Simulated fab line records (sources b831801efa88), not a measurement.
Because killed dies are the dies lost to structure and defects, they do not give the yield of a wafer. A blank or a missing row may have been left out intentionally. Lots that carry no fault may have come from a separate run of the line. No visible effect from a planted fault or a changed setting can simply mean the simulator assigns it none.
Problem report in the 8D (eight disciplines) form, filled by code -- flow gf180mcu -- the parts of the form that need people (team, actions taken, sign-off) are left out

## 1. PROBLEM STATEMENT
Mean of dose-ions-cm2 at GF_HV_LDD_IMPLANT_48: 3e+13 across 9 wafers in 3 lots; on wafers with no fault it is 3e+13 (standard deviation 3.1e+10). That is +99 or more standard deviations from the usual mean.
First observed at day 15 11:59: wafer L491.2, on implanter-03. The record has a number at this step for 21 wafers belonging to 7 lots. By rule, "out" or "out of limits" means more than 4 standard deviations away from the usual mean. The rest of the wafers with a number are treated as sound.

## 2. WHAT IT IS AND WHAT IT IS NOT
question,is,is not
which readings at this step,"dose-ions-cm2, faraday-current-uA",-
which lots,"L491, L492, L493","L494, L501, L504, L505"
which wafers of those lots,all that have a number,-
read on which tools,implanter-03,"implanter-02, implanter-04"
when,from day 15 11:59,"up to then (0 sound wafers); but 12 sound wafers of L494, L501, L504, L505 came after"

## 3. SUSPECTS, AND WHAT RULES EACH OUT
Counting: a tool at a process step up to the reading stays a suspect if it ran every lot that is out and no sound lot after the first of them.
- plasma-asher-04 at GF_HV_LDD_STRIP_37 (strips in O2/N2): ruled out as a lasting fault. Sound lots L501 ran on it after its first lot that is out, L491 (day 14 14:55).
- implanter-03 at GF_HV_LDD_IMPLANT_48: ruled out as a lasting fault. Sound lots L501 ran on it after its first lot that is out, L491 (day 15 11:59).
Left after counting: nothing in the record.

## 4. THE CAUSE (what the simulator had put in)
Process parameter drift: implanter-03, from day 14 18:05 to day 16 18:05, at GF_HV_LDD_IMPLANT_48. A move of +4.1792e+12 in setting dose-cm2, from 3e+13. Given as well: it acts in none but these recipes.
Counting ruled it out, wrongly.

## 5. THE EFFECT CHAIN, in route order
Each row: a reading where the mean over the struck wafers with a number is more than 3 standard deviations away from the usual. Scope: only readings with a usual standard deviation given in the record; hours: median across lots of the time from each lot's start at the first step in this table that gives one to its start at this step; sigmas: change in usual standard deviations.
hours,step,reading,usual,on struck wafers,change,sigmas
0,GF_HV_LDD_IMPLANT_48,dose-ions-cm2,3e+13,3e+13,+4e+12,+99 or more
0,GF_HV_LDD_IMPLANT_48,faraday-current-uA,169,191,+22,+5.9
The process steps in it:
- GF_HV_LDD_IMPLANT_48

## 6. WHAT WOULD HAVE CAUGHT IT SOONER
In this record the first reading out of limits was taken at day 15 11:59, 18 hours after the fault began at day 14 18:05.
